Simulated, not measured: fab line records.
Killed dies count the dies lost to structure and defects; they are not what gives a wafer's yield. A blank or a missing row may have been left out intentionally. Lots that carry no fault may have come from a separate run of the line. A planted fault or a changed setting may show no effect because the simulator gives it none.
Struck lot and sound lot, side by side	flow gf180mcu	13 steps out of a route of 602
Sound: wafers L193.4, L193.5, L193.6. Struck: wafers L199.2, L199.3, L199.4. The cause is named last.
For every step that has rows: the tool of each side, followed by ch and its chambers, followed by its first start. Under that, the readings that differ: sound wafers	struck wafers	difference of the means	sigmas: that difference in standard deviations of wafers without a fault.
alike: readings with means less than 2 such deviations apart, plus words and numbers identical on both sides. not compared: withheld readings, readings lacking a value on some wafer, bounds such as >300 that could conceal the same value, and numbers that have no deviation in the record and whose values overlap.
The two part at a step that has a row with sigmas, a row that says differs or no value, or rows on one side only. Numbers that don't overlap but have no deviation are shown without sigmas and don't part them. A reading that every wafer of one side lacks parts them only if that side has two wafers or more.

GF_V2_CD_MEAS_14: the cd target is 260 nm.
  sound on cd sem-01, day 24 00:31; struck on cd sem-01, day 25 16:19
  alike: cd nm
GF_V2_OVL_MEAS_15:
  sound on overlay-02, day 24 00:35; struck on overlay-01, day 25 16:27
  alike: V2_OVL
GF_V2_ETCH_16: etches BARC in N2/H2.
  sound on rie diel-01 ch 0,1, day 24 00:36; struck on rie diel-01 ch 0,1,3, day 25 16:29
  alike: bias w, drypump motor current A, oes product au, throttle valve pct
GF_V2_ETCH_17: etches SiO2 in C4F8/O2/Ar, stops on TiN, target depth 630 nm.
  sound on rie diel-01 ch 0,1; struck on rie diel-01 ch 0,1,3
  alike: bias w, oes product au
GF_V2_STRIP_18: strips in O2/N2.
  sound on plasma asher-02 ch 0,1, day 24 00:46; struck on plasma asher-01 ch 0,1, day 25 16:36
  alike: drypump motor current A, heater power w, oes product au
  not compared: rf hours counter h
then, 3 steps without rows for these wafers: GF_V2_STRIP_19 (strips in post etch residue remover, time 1200 s); GF_V2_CLEAN_20 (cleans in DIW); GF_V2_SPUTTER_21 (material Ti, target thk 15 nm, time 80.02 s).
GF_V2_SPUTTER_22: material TiN, target thk 10 nm, time 40 s.
  sound on pvd sputter-01, day 24 01:20; struck on pvd sputter-01, day 25 17:18
  alike: throttle valve pct
GF_V2_CVD_23: deposits W, target thk 350 nm, time 104.94 s.
  sound on cvd w-01 ch 0,1, day 24 01:24; struck on cvd w-02 ch 0,1, day 25 17:20
  alike: heater power w
GF_V2_RS_MEAS_24: the measuring method here is four-point-probe.
  sound on film metro-02, day 24 01:32; struck on film metro-03, day 25 17:28
  alike: V2_W_RS
GF_V2_THK_MEAS_25: measures by xrf.
  sound on film metro-02, day 24 01:38; struck on film metro-03, day 25 17:35
  alike: V2_W_THK
GF_V2_CMP_26: polishes, stops on SiO2, t overpolish 15 s, target thk 0 nm.
  sound on cmp-01 ch 0,2,3, day 24 01:49; struck on cmp-01 ch 0,1,3, day 25 17:38
  no value came back on the struck wafers for any of 5 readings (edge zone pressure frac, head pressure psi (psi) and others); on the sound wafers edge zone pressure frac reads 1.001 1.000 0.989
reading	sound	struck	difference	sigmas
model.W_of_V2_CVD_23.thk nm (nm)	0 0 0	349.5 350.8 353.7	+351.3	
model.SiO2_of_V2_CVD_02.thk nm (nm)	628.3 629.4 628.4	632.6 630.7 633.7	+3.6	

## WHERE THEY PART
GF_V2_CMP_26 only, going by this record.

WHY: what had been put in by the simulator
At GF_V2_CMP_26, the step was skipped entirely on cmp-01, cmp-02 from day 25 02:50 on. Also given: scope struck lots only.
